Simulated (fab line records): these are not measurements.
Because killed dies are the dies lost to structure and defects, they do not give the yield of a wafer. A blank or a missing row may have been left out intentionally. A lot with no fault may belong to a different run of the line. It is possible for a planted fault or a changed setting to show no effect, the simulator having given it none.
Check for tools in common -- flow gf180mcu -- 42 wafers sampled across 12 lots

## THE REASON FOR OPENING IT
GF_PSD_RS_MEAS_14, reading NSD_RS: flagged on 2 of 12 lots. Wafers without a fault read 46.12 ohm/sq, standard deviation 0.089.
Rule: a lot gets a flag if all its wafers with a number sit over 4 standard deviations from that mean, or if no wafer of it has a number. The rest of the lots are taken to be sound.

lot,measured,on,"NSD_RS (ohm/sq), wafer by wafer",flag
L852,day 14 19:00,film_metro-03,46.04 46.04 46.06,
L853,day 14 22:26,film_metro-02,46.14 46.05 46.13,
L854,day 15 11:51,film_metro-02,46.14 46.16 46.16,
L856,day 15 18:44,film_metro-01,46.28 46.15 46.10,
L857,day 16 04:41,film_metro-03,45.96 46.03 46.04,
L861,day 17 15:01,film_metro-01,44.64 44.77 44.71 44.72 44.72 44.68,FLAGGED
L863,day 18 12:30,film_metro-03,44.73 44.61 44.73 44.73 44.57 44.69,FLAGGED
L866,day 19 08:09,film_metro-03,46.01 45.98 45.94,
L870,day 20 23:19,film_metro-01,46.01 46.10 46.15,
L872,day 21 11:28,film_metro-03,46.10 46.15 46.10,
L873,day 21 22:05,film_metro-01,46.11 46.18 46.19,
L874,day 22 11:33,film_metro-01,46.24 46.22 46.07,
The mean of the flagged lots' numbers is 44.69 ohm/sq, -1.43 ohm/sq from the usual (-16 standard deviations).

## EACH LOT AND THE TOOL IT RAN ON
The record holds 2 process steps before the reading, out of a route of 602 steps. In each cell: the tool, then ch and the chambers that the sampled wafers went through, then the start.
lot,flag,GF_DUAL_GATE_STRIP_13,GF_PSD_RTA_13
L852,,"plasma_asher-02 ch 0,1, day 8 17:01","rtp_anneal-02 ch 0, day 14 18:55"
L853,,"plasma_asher-02 ch 1, day 8 23:15","rtp_anneal-02 ch 0, day 14 22:20"
L854,,"plasma_asher-02 ch 0,1, day 9 08:07","rtp_anneal-02 ch 0, day 15 11:46"
L856,,"plasma_asher-02 ch 0,1, day 9 17:14","rtp_anneal-02 ch 0, day 15 18:39"
L857,,"plasma_asher-04 ch 0,1, day 9 21:05","rtp_anneal-02 ch 0, day 16 04:35"
L861,FLAGGED,"plasma_asher-02 ch 0,1, day 11 02:42","rtp_anneal-02 ch 0, day 17 14:55"
L863,FLAGGED,"plasma_asher-02 ch 0,1, day 11 18:56","rtp_anneal-02 ch 0, day 18 12:24"
L866,,"plasma_asher-04 ch 0,1, day 12 12:52","rtp_anneal-01 ch 0, day 19 08:04"
L870,,"plasma_asher-04 ch 0,1, day 13 20:09","rtp_anneal-01 ch 0, day 20 23:13"
L872,,"plasma_asher-04 ch 0,1, day 14 07:44","rtp_anneal-02 ch 0, day 21 11:22"
L873,,"plasma_asher-02 ch 0,1, day 14 16:19","rtp_anneal-01 ch 0, day 21 21:59"
L874,,"plasma_asher-02 ch 0,1, day 15 06:25","rtp_anneal-01 ch 0, day 22 11:28"
What the steps here do:
- GF_DUAL_GATE_STRIP_13: strips in O2/N2.
- GF_PSD_RTA_13: time 20 s.
- GF_PSD_RS_MEAS_14: measures by four-point-probe.

## FLAGGED AGAINST TOTAL, ONE TOOL AT A TIME (gauges that did the reading follow at the end)
step,tool,lots run,flagged,share of the flagged lots,sound lots run after its first flagged lot
GF_DUAL_GATE_STRIP_13,plasma_asher-02,8,2,all,"2 (L873,L874)"
GF_DUAL_GATE_STRIP_13,plasma_asher-04,4,0,none,-
GF_PSD_RTA_13,rtp_anneal-01,4,0,none,-
GF_PSD_RTA_13,rtp_anneal-02,8,2,all,1 (L872)
GF_PSD_RS_MEAS_14,film_metro-01,5,1,some,"3 (L870,L873,L874)"
GF_PSD_RS_MEAS_14,film_metro-02,2,0,none,-
GF_PSD_RS_MEAS_14,film_metro-03,5,1,some,"2 (L866,L872)"

## WHAT THE TABLE ALLOWS
plasma_asher-02 at GF_DUAL_GATE_STRIP_13 and rtp_anneal-02 at GF_PSD_RTA_13 are the 2 rows of the table that ran each flagged lot.
- plasma_asher-02 at GF_DUAL_GATE_STRIP_13: 2 of its 8 lots flagged. Lots that were sound ran on it after the first flagged one (L873, L874); a persistent fault on the entire tool would not allow that.
- rtp_anneal-02 at GF_PSD_RTA_13: 2 of its 8 lots flagged. Lots that were sound ran on it after the first flagged one (L872); a persistent fault on the entire tool would not allow that. Its own readings (wafer_temp_C_max) fall more than 4 standard deviations out on all wafers of the flagged lots.
Not one row of the table ran every flagged lot while running no sound lot after the first.

## WHAT THE SIMULATOR HAD PUT IN
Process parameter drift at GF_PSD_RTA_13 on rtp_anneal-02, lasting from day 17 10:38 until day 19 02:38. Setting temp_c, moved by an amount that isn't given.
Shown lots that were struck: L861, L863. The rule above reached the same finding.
